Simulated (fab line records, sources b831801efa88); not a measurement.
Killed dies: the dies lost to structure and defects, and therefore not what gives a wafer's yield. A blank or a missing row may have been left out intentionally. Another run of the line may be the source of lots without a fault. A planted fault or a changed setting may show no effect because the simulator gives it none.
A struck lot beside a sound one    flow sky130    15 out of 708 route steps
Sound: wafers L119.1, L119.4, L119.5. Struck: wafer L136.3; the same lot's L136.5 was not struck, so it is left out; see the end for the cause.
Order at every step that has rows: each side's tool, ch and its chambers, its first start. Under that, the readings that differ: sound wafers    struck wafers    difference of the means    sigmas: that difference in standard deviations of wafers without a fault.
alike: readings whose means differ by less than 2 such deviations, and words and numbers that are the same on both sides. not compared: withheld readings, readings that some wafer has no value for, bounds like >300 that may hide the same value, and numbers for which the record gives no deviation and whose values overlap.
A row with sigmas, a row that says differs or no value, or rows on one side alone: a step with any of these is where the two part. Numbers that have no deviation but don't overlap get no sigmas and don't part them. A reading missing from all wafers of one side parts the sides only when that side holds two or more wafers.

first, 5 steps without rows for these wafers: SKY_VT_ADJUST_LVTN_COAT_13 (resist thk 1140 nm); SKY_VT_ADJUST_LVTN_SOFTBAKE_14 (time 60 s); SKY_VT_ADJUST_LVTN_EXPOSE_15 (exposes mask HVN STD DERIVED, target cd 600 nm); SKY_VT_ADJUST_LVTN_PEB_16; SKY_VT_ADJUST_LVTN_DEVELOP_17 (develop time 60 s).
SKY_VT_ADJUST_LVTN_OVL_MEAS_18:
  struck on overlay-01, day 12 12:55; sound on overlay-01, day 7 11:55
reading                     sound        struck  difference  sigmas
VT_ADJUST_LVTN_01_OVL (nm)  1.3 1.0 0.4  4.1     +3.2        +3
next, for these wafers, 1 step has no rows: SKY_VT_ADJUST_LVTN_IMPLANT_19.
SKY_VT_ADJUST_LVTN_STRIP_20: strips in O2/N2.
  sound on plasma_asher-03 ch 0, day 7 12:07; struck on plasma_asher-04 ch 1, day 12 13:08
  alike: chamber_pressure_mTorr, drypump_motor_current_A, oes_product_au, strip_time_to_endpoint_s
  not compared: rf_hours_counter_h
SKY_VT_ADJUST_LVTN_TW_MEAS_21:
  struck on film_metro-01, day 12 13:13; sound on film_metro-02, day 7 12:13
  alike: VT_ADJUST_LVTN_2_TW
then, 3 steps without rows for these wafers: SKY_VT_ADJUST_NCORE_DEHYDRATE_00 (time 60 s); SKY_VT_ADJUST_NCORE_HMDS_01 (prime time 60 s); SKY_VT_ADJUST_NCORE_COAT_02 (resist thk 1140 nm).
SKY_VT_ADJUST_NCORE_SOFTBAKE_03: time 60 s.
  sound on litho_track-04 ch 0, day 7 21:25; struck on litho_track-03 ch 0, day 13 01:11
reading                   sound              struck  difference  sigmas
heater_power_total_W (W)  56.59 56.61 56.55  58.85   +2.27       +46
run_length_s (s)          88.96 88.95 88.80  81.66   -7.24       -31
then, 1 step without rows for these wafers: SKY_VT_ADJUST_NCORE_EXPOSE_04 (exposes mask LVTN COMPLEMENT THIN, target cd 380 nm).
SKY_PAD_OPEN_PROBE_99:
  the record has rows for the sound wafers here (prober-02, day 46 11:51) and none for the struck ones

## WHERE THEY PART
Earliest at SKY_VT_ADJUST_LVTN_OVL_MEAS_18; latest, in this record, at SKY_PAD_OPEN_PROBE_99.

WHY: what the simulator had put in
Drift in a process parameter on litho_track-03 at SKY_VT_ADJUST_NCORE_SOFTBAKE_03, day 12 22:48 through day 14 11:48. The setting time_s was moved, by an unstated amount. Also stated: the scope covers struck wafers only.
